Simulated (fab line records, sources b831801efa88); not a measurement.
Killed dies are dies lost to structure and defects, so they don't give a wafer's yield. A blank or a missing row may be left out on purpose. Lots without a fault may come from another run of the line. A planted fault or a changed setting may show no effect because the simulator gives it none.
fab line records | flow sky130
record lots=13 wafers=39 last_day=50
route steps=708 shown NWELL@81 VT_ADJUST_HVTP@95 VT_ADJUST_LVTN@117 VT_ADJUST_NCORE@123 VT_ADJUST_HVTR@142
lots that met no fault: from a run of the same line without faults
start_h: hours from the record's first day to the start of the lot's first wafer shown | wait_h: hours since the lot's step before | " the same as in the row above | L1.1+2: a row that stands for several wafers | - no value, or no start given | * or withheld: withheld | < > ~ a bound
route shown NAME@n: a module of which the file shows steps, and the number in the route of the first | usual: mean/standard deviation of fault-free wafers | same: alike in all rows | chamber/n: place in a boat | sites: the reading at each site | _std_site: their standard deviation | _edge_site: outer sites' mean less inner sites' | radius_mm: how far each site lies from the wafer's centre | mask NAME#n: copy n | behind: the tool/chamber that last shaped the wafer | hold: why the lot was held/for how many hours/how that ended | device: the transistor (n, p or np) that didn't switch | end of line: the same wafers' tests at the end of the route | a step without rows: its recipe alone | killed: dies lost to structure and defects at the first sort, not the wafer's yield | map: a wafer's dies, x killed, . not, _ none there
set.NAME: the setting as run; set.NAME@STEP: as run at that earlier step | model.NAME: the simulator's own value behind a step, which no gauge read
steps of the route over a sample of lots; a table a step, a row a wafer
services: from which hour (start_h, from the record's first day; less than 0 if before it) a tool's chamber was out of use, for how many hours, and why
## steps
# step SKY_NWELL_RTA_28
# recipe temp_c=1050 time_s=30 idle_temp_c=650 ramp_up_c_per_s=150 ramp_down_c_per_s=90 ambient=N2
# usual chamber_o2_ppm=1.996/0.021 lamp_power_pct=25.31/0.051 wafer_temp_C_max=1054.7/0.9
# columns lot.wafer tool chamber start_h wait_h chamber_o2_ppm lamp_power_pct wafer_temp_C_max
L349.2 rtp_anneal-01 0 109.82 0.0 2.022 25.35 1055.8
L349.3 " 0 " " 2.005 25.27 1054.1
L349.6 " 0 " " 2.000 25.19 1055.2
L350.3 rtp_anneal-02 0 114.38 0.0 1.973 25.30 1054.9
L350.4 " 0 " " 1.996 25.27 1053.7
L350.6 " 0 " " 1.992 25.21 1055.7
L351.3 rtp_anneal-01 0 119.38 0.0 1.999 25.35 1053.6
L351.4 " 0 " " 2.015 25.32 1054.7
L351.5 " 0 " " 1.999 25.29 1054.5
L353.2 rtp_anneal-01 0 134.98 0.0 1.967 25.26 1057.4
L353.3 " 0 " " 1.971 25.27 1056.3
L353.4 " 0 " " 1.986 25.38 1055.7
L354.2 rtp_anneal-02 0 137.62 0.0 1.930 25.29 1054.4
L354.3 " 0 " " 1.962 25.38 1053.6
L354.6 " 0 " " 1.993 25.39 1055.9
L355.3 rtp_anneal-01 0 144.99 0.0 2.014 25.25 1054.9
L355.4 " 0 " " 2.014 25.28 1054.5
L355.6 " 0 " " 2.029 25.39 1054.7
L357.1 rtp_anneal-01 0 157.80 0.0 1.982 25.29 1055.4
L357.2 " 0 " " 1.987 25.35 1054.6
L357.3 " 0 " " 1.990 25.28 1054.2
L362.1 rtp_anneal-02 0 186.16 0.0 2.023 25.29 1054.5
L362.2 " 0 " " 1.996 25.29 1054.5
L362.3 " 0 " " 1.994 25.23 1055.1
L363.1 rtp_anneal-01 0 193.11 0.0 1.985 25.31 1056.0
L363.3 " 0 " " 2.035 25.25 1054.6
L363.5 " 0 " " 2.021 25.32 1054.0
L365.1 rtp_anneal-01 0 215.07 0.0 1.992 25.26 1054.1
L365.2 " 0 " " 1.993 25.38 1055.1
L365.5 " 0 " " 1.988 25.32 1055.0
L367.2 rtp_anneal-02 0 222.08 0.0 1.982 25.30 1054.5
L367.5 " 0 " " 1.938 25.38 1055.0
L367.6 " 0 " " 1.987 25.29 1053.7
L368.1 rtp_anneal-01 0 226.21 0.0 2.001 25.33 1054.2
L368.4 " 0 " " 1.982 25.35 1054.1
L368.5 " 0 " " 2.005 25.29 1054.4
L370.4 rtp_anneal-02 0 240.30 0.1 1.994 25.31 1054.5
L370.5 " 0 " " 2.020 25.25 1054.5
L370.6 " 0 " " 1.999 25.20 1055.4
# step SKY_VT_ADJUST_HVTP_STRIP_10
# recipe chemistry=O2/N2 power_w=1400 pressure_mtorr=1500 platen_temp_c=withheld o2_flow_sccm=3000 n2_flow_sccm=300 overash_fraction=0.5
# usual drypump_motor_current_A=5.9/0.37 oes_product_au=0.716/0.0044 strip_time_to_endpoint_s=14.19/0.04
# same overash_fraction=0.5
# columns lot.wafer tool chamber start_h wait_h drypump_motor_current_A oes_product_au rf_hours_counter_h strip_time_to_endpoint_s
L349.2 plasma_asher-04 1 127.62 0.1 6.0 0.716 47 14.23
L349.3 " 0 " " 5.7 0.712 - 14.20
L349.6 " 0 " " 5.8 0.720 - 14.20
L350.3 plasma_asher-03 1 132.90 0.1 6.2 0.715 - 14.15
L350.4 " 0 " " 6.1 0.710 - 14.19
L350.6 " 1 " " 6.2 0.715 - 14.21
L351.3 plasma_asher-04 1 137.55 0.1 6.0 0.714 - 14.24
L351.4 " 0 " " 5.7 0.724 - 14.14
L351.5 " 1 " " 6.0 0.710 - 14.17
L353.2 plasma_asher-02 1 155.43 0.1 6.2 0.715 4 14.19
L353.3 " 0 " " 5.1 0.716 - 14.18
L353.4 " 1 " " 6.2 0.715 - 14.15
L354.2 plasma_asher-04 0 157.63 0.1 5.8 0.713 50 14.23
L354.3 " 0 " " 5.7 0.718 - 14.21
L354.6 " 0 " " 5.8 0.711 - 14.22
L355.3 plasma_asher-04 0 165.30 0.1 5.8 0.710 - 14.26
L355.4 " 1 " " 6.0 0.721 - 14.24
L355.6 " 0 " " 5.8 0.708 - 14.27
L357.1 plasma_asher-02 0 178.91 0.1 5.1 0.713 7 14.19
L357.2 " 1 " " 6.2 0.724 7 14.18
L357.3 " 1 " " 6.2 0.718 - 14.21
L362.1 plasma_asher-04 0 209.11 0.1 5.8 0.709 55 14.16
L362.2 " 1 " " 6.0 0.708 55 14.17
L362.3 " 1 " " 6.0 0.718 - 14.18
L363.1 plasma_asher-02 1 215.47 0.1 6.2 0.721 11 14.16
L363.3 " 0 " " 5.1 0.718 - 14.16
L363.5 " 1 " " 6.2 0.714 - 14.12
L365.1 plasma_asher-03 1 238.72 0.1 6.2 0.708 40 14.19
L365.2 " 0 " " 6.2 0.715 40 14.22
L365.5 " 0 " " 6.2 0.724 - 14.25
L367.2 plasma_asher-04 1 246.22 0.1 6.0 0.724 57 14.21
L367.5 " 0 " " 5.7 0.717 - 14.21
L367.6 " 1 " " 6.0 0.722 - 14.20
L368.1 plasma_asher-04 0 249.58 0.1 5.8 0.713 57 14.19
L368.4 " 0 " " 5.7 0.713 - 14.19
L368.5 " 1 " " 6.0 0.722 - 14.22
L370.4 plasma_asher-02 0 263.76 0.1 5.1 0.712 - 14.16
L370.5 " 1 " " 6.2 0.715 - 14.17
L370.6 " 0 " " 5.1 0.718 - 14.19
# step SKY_VT_ADJUST_LVTN_STRIP_20
# recipe chemistry=O2/N2 power_w=1400 pressure_mtorr=1500 platen_temp_c=withheld o2_flow_sccm=3000 n2_flow_sccm=300 overash_fraction=0.5
# usual drypump_motor_current_A=5.7/0.32 oes_product_au=0.715/0.0046 strip_time_to_endpoint_s=14.16/0.036
# same overash_fraction=0.5
# columns lot.wafer tool chamber start_h wait_h drypump_motor_current_A oes_product_au rf_hours_counter_h strip_time_to_endpoint_s
L349.2 plasma_asher-01 1 166.99 0.1 5.5 0.713 51 14.18
L349.3 " 1 " " 5.5 0.713 - 14.18
L349.6 " 1 " " 5.5 0.718 - 14.18
L350.3 plasma_asher-04 0 171.62 0.1 5.8 0.725 - 14.21
L350.4 " 1 " " 6.0 0.716 - 14.16
L350.6 " 0 " " 5.7 0.716 - 14.22
L351.3 plasma_asher-01 0 177.22 0.1 5.3 0.717 - 14.14
L351.4 " 1 " " 5.5 0.716 - 14.15
L351.5 " 1 " " 5.5 0.708 - 14.12
L353.2 plasma_asher-04 0 196.96 0.1 5.7 0.716 54 14.17
L353.3 " 0 " " 5.7 0.716 - 14.15
L353.4 " 1 " " 6.0 0.715 - 14.15
L354.2 plasma_asher-03 1 200.06 0.1 6.2 0.718 35 14.15
L354.3 " 0 " " 6.2 0.716 - 14.22
L354.6 " 0 " " 6.2 0.720 - 14.19
L355.3 plasma_asher-01 0 209.02 0.1 5.3 0.716 - 14.12
L355.4 " 1 " " 5.5 0.714 - 14.14
L355.6 " 0 " " 5.3 0.722 - 14.15
L357.1 plasma_asher-04 0 223.24 0.1 5.7 0.721 56 14.18
L357.2 " 1 " " 6.0 0.715 56 14.20
L357.3 " 0 " " 5.7 0.719 - 14.14
L362.1 plasma_asher-04 0 254.09 0.1 5.7 0.709 58 14.18
L362.2 " 1 " " 6.0 0.712 58 14.19
L362.3 " 0 " " 5.7 0.720 - 14.20
L363.1 plasma_asher-03 1 262.29 0.1 6.2 0.710 42 14.14
L363.3 " 1 " " 6.2 0.715 - 14.16
L363.5 " 0 " " 6.2 0.721 - 14.18
L365.1 plasma_asher-01 0 286.14 0.1 5.3 0.715 63 14.13
L365.2 " 1 " " 5.5 0.713 63 14.14
L365.5 " 1 " " 5.5 0.711 - 14.14
L367.2 plasma_asher-01 1 292.84 0.1 5.5 0.716 64 14.20
L367.5 " 1 " " 5.5 0.709 - 14.21
L367.6 " 0 " " 5.3 0.719 - 14.17
L368.1 plasma_asher-03 1 296.54 0.1 6.2 0.721 46 14.12
L368.4 " 0 " " 6.2 0.715 - 14.12
L368.5 " 1 " " 6.2 0.719 - 14.18
L370.4 plasma_asher-04 0 313.39 0.1 5.8 0.717 - 14.11
L370.5 " 1 " " 6.0 0.710 - 14.11
L370.6 " 0 " " 5.7 0.723 - 14.09
# step SKY_VT_ADJUST_NCORE_EXPOSE_04
# recipe mask_id=LVTN_COMPLEMENT_THIN na=0.6 source_shape=conventional sigma_outer=0.6 polarization=unpolarized target_cd_nm=380 dose_mj=139
# columns lot.wafer tool chamber start_h wait_h mask
L349.2+3+6 iline_stepper-02 0 177.62 - LVTN_COMPLEMENT_THIN#0
L350.3+4+6 iline_stepper-02 0 182.29 - LVTN_COMPLEMENT_THIN#0
L351.3+4+5 iline_stepper-02 0 187.94 - LVTN_COMPLEMENT_THIN#0
L353.2+3+4 iline_stepper-02 0 208.65 - LVTN_COMPLEMENT_THIN#0
L354.2+3+6 iline_stepper-01 0 211.90 - LVTN_COMPLEMENT_THIN#0
L355.3+4+6 iline_stepper-02 0 219.78 - HVTRM#0
L357.1+2+3 iline_stepper-02 0 235.66 - LVTN_COMPLEMENT_THIN#0
L362.1+2+3 iline_stepper-01 0 265.84 - LVTN_COMPLEMENT_THIN#0
L363.1+3+5 iline_stepper-01 0 273.95 - LVTN_COMPLEMENT_THIN#0
L365.1+2+5 iline_stepper-02 0 298.23 - LVTN_COMPLEMENT_THIN#0
L367.2+5+6 iline_stepper-02 0 304.87 - LVTN_COMPLEMENT_THIN#0
L368.1+4+5 iline_stepper-02 0 308.76 - LVTN_COMPLEMENT_THIN#0
L370.4+5+6 iline_stepper-02 0 325.93 - LVTN_COMPLEMENT_THIN#0
# step SKY_VT_ADJUST_NCORE_CD_MEAS_07
# recipe target_cd_nm=380
# usual cd_nm=379.8/3
# columns lot.wafer tool chamber start_h wait_h cd_nm
L349.2 cd_sem-01 - 187.93 0.1 379.0
L349.3 " - " " 377.0
L349.6 " - " " 376.2
L350.3 cd_sem-01 - 192.69 0.1 382.5
L350.4 " - " " 384.1
L350.6 " - " " 380.5
L351.3 cd_sem-01 - 198.10 0.1 377.4
L351.4 " - " " 376.4
L351.5 " - " " 377.4
L353.2 cd_sem-01 - 218.97 0.1 382.6
L353.3 " - " " 382.4
L353.4 " - " " 383.7
L354.2 cd_sem-01 - 222.77 0.1 387.1
L354.3 " - " " 387.2
L354.6 " - " " 385.3
L355.3 cd_sem-02 - 231.39 0.1 -
L355.4 " - " " -
L355.6 " - " " -
L357.1 cd_sem-02 - 246.90 0.1 380.0
L357.2 " - " " 381.4
L357.3 " - " " 381.5
L362.1 cd_sem-02 - 277.51 0.1 374.4
L362.2 " - " " 376.3
L362.3 " - " " 375.6
L363.1 cd_sem-02 - 285.71 0.1 381.3
L363.3 " - " " 381.9
L363.5 " - " " 383.5
L365.1 cd_sem-02 - 310.54 0.2 376.6
L365.2 " - " " 374.8
L365.5 " - " " 373.6
L367.2 cd_sem-02 - 317.56 0.2 378.6
L367.5 " - " " 377.8
L367.6 " - " " 377.0
L368.1 cd_sem-02 - 321.32 0.1 381.0
L368.4 " - " " 382.1
L368.5 " - " " 380.9
L370.4 cd_sem-02 - 339.27 0.1 375.9
L370.5 " - " " 377.0
L370.6 " - " " 375.7
# step SKY_VT_ADJUST_NCORE_TW_MEAS_11
# usual VT_ADJUST_NCORE_TW=219/3.1
# columns lot.wafer tool chamber start_h wait_h VT_ADJUST_NCORE_TW
L349.2 film_metro-03 - 188.33 0.1 224
L349.3 " - " " 224
L349.6 " - " " 222
L350.3 film_metro-04 - 193.08 0.1 217
L350.4 " - " " 216
L350.6 " - " " 217
L351.3 film_metro-04 - 198.49 0.1 215
L351.4 " - " " 216
L351.5 " - " " 215
L353.2 film_metro-04 - 219.37 0.1 215
L353.3 " - " " 217
L353.4 " - " " 218
L354.2 film_metro-04 - 223.17 0.1 216
L354.3 " - " " 216
L354.6 " - " " 217
L355.3 film_metro-04 - 231.78 0.1 30
L355.4 " - " " 30
L355.6 " - " " 30
L357.1 film_metro-04 - 247.31 0.1 218
L357.2 " - " " 218
L357.3 " - " " 218
L362.1 film_metro-04 - 277.92 0.1 217
L362.2 " - " " 218
L362.3 " - " " 219
L363.1 film_metro-02 - 286.12 0.1 222
L363.3 " - " " 222
L363.5 " - " " 223
L365.1 film_metro-04 - 310.95 0.1 217
L365.2 " - " " 218
L365.5 " - " " 218
L367.2 film_metro-04 - 317.96 0.1 216
L367.5 " - " " 216
L367.6 " - " " 216
L368.1 film_metro-04 - 321.73 0.1 215
L368.4 " - " " 216
L368.5 " - " " 218
L370.4 film_metro-04 - 339.65 0.1 216
L370.5 " - " " 217
L370.6 " - " " 217
# step SKY_VT_ADJUST_HVTR_TW_MEAS_11
# usual VT_ADJUST_HVTR_TW=210.9/2.5
# columns lot.wafer tool chamber start_h wait_h VT_ADJUST_HVTR_TW
L349.2 film_metro-04 - 210.63 0.1 208.7
L349.3 " - " " 208.3
L349.6 " - " " 208.0
L350.3 film_metro-04 - 215.29 0.1 207.5
L350.4 " - " " 208.0
L350.6 " - " " 207.1
L351.3 film_metro-01 - 220.94 0.1 209.6
L351.4 " - " " 208.8
L351.5 " - " " 209.4
L353.2 film_metro-03 - 242.23 0.1 214.8
L353.3 " - " " 215.0
L353.4 " - " " 215.4
L354.2 film_metro-01 - 247.22 0.1 210.4
L354.3 " - " " 211.5
L354.6 " - " " 211.3
L355.3 film_metro-03 - 255.88 0.1 267.9
L355.4 " - " " 269.2
L355.6 " - " " 267.9
L357.1 film_metro-04 - 271.21 0.1 210.2
L357.2 " - " " 209.1
L357.3 " - " " 209.5
L362.1 film_metro-01 - 302.18 0.1 211.9
L362.2 " - " " 211.3
L362.3 " - " " 210.8
L363.1 film_metro-03 - 311.19 0.1 215.3
L363.3 " - " " 215.0
L363.5 " - " " 213.6
L365.1 film_metro-04 - 336.87 0.1 208.2
L365.2 " - " " 208.5
L365.5 " - " " 208.7
L367.2 film_metro-01 - 344.47 0.1 212.6
L367.5 " - " " 214.2
L367.6 " - " " 212.6
L368.1 film_metro-04 - 348.34 0.1 209.2
L368.4 " - " " 209.2
L368.5 " - " " 209.1
L370.4 film_metro-01 - 366.76 0.1 211.6
L370.5 " - " " 211.0
L370.6 " - " " 212.3
## services
# columns tool chamber start_h hours kind
plasma_asher-02 - 108.75 9.0 pm
plasma_asher-02 0 108.75 9.0 vent_cycle
plasma_asher-02 1 108.75 9.0 vent_cycle
plasma_asher-04 - 110.75 2.8 pm
plasma_asher-02 0 117.75 - clean
plasma_asher-02 1 117.75 - clean
iline_stepper-02 0 118.89 - calibration
plasma_asher-04 - 120.80 1.0 repair
plasma_asher-03 - 129.68 1.4 repair
iline_stepper-01 0 135.61 - calibration
plasma_asher-03 - 149.88 24.6 repair
plasma_asher-04 - 149.92 4.0 repair
iline_stepper-01 - 150.04 5.7 repair
plasma_asher-04 - 153.51 0.8 repair
iline_stepper-01 - 162.54 1.7 pm
plasma_asher-01 - 181.49 2.8 pm
plasma_asher-01 - 205.48 0.9 repair
rtp_anneal-02 - 226.70 3.1 pm
plasma_asher-04 - 226.88 14.6 pm
iline_stepper-02 - 229.03 1.7 pm
## key
first_sign step=SKY_VT_ADJUST_NCORE_EXPOSE_04 reading=mask direction=changed
effect step=SKY_VT_ADJUST_NCORE_CD_MEAS_07 reading=cd_nm direction=missing
effect step=SKY_VT_ADJUST_NCORE_TW_MEAS_11 reading=VT_ADJUST_NCORE_TW direction=down sigmas=61 usual=219 struck=30
effect step=SKY_VT_ADJUST_HVTR_TW_MEAS_11 reading=VT_ADJUST_HVTR_TW direction=up sigmas=23 usual=210.9 struck=268.3
met_at SKY_VT_ADJUST_NCORE_EXPOSE_04
struck_lots L355
sort_left_out L355.3,L355.4,L355.6
tester_left_out L355
not_acting_at SKY_NWELL_RTA_28,SKY_VT_ADJUST_HVTP_STRIP_10,SKY_VT_ADJUST_LVTN_STRIP_20
onset_between 208.65 219.78
fault kind=wrong_mask tool=any chamber=- onset_h=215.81 steps=SKY_VT_ADJUST_NCORE_EXPOSE_04 aux_copy=HVTRM#0 scope=struck_lots_only
# tester_left_out: of these lots the tester's yield and bins aren't shown, on N5 and GAA mostly nor the transistor test; their killed dies are dies lost to structure and defects alone, not to doping, threshold or leakage, so they don't give the yield
# sort_left_out: the simulated sort isn't trusted on such a fault, so these wafers' sort isn't shown, and their yield isn't known
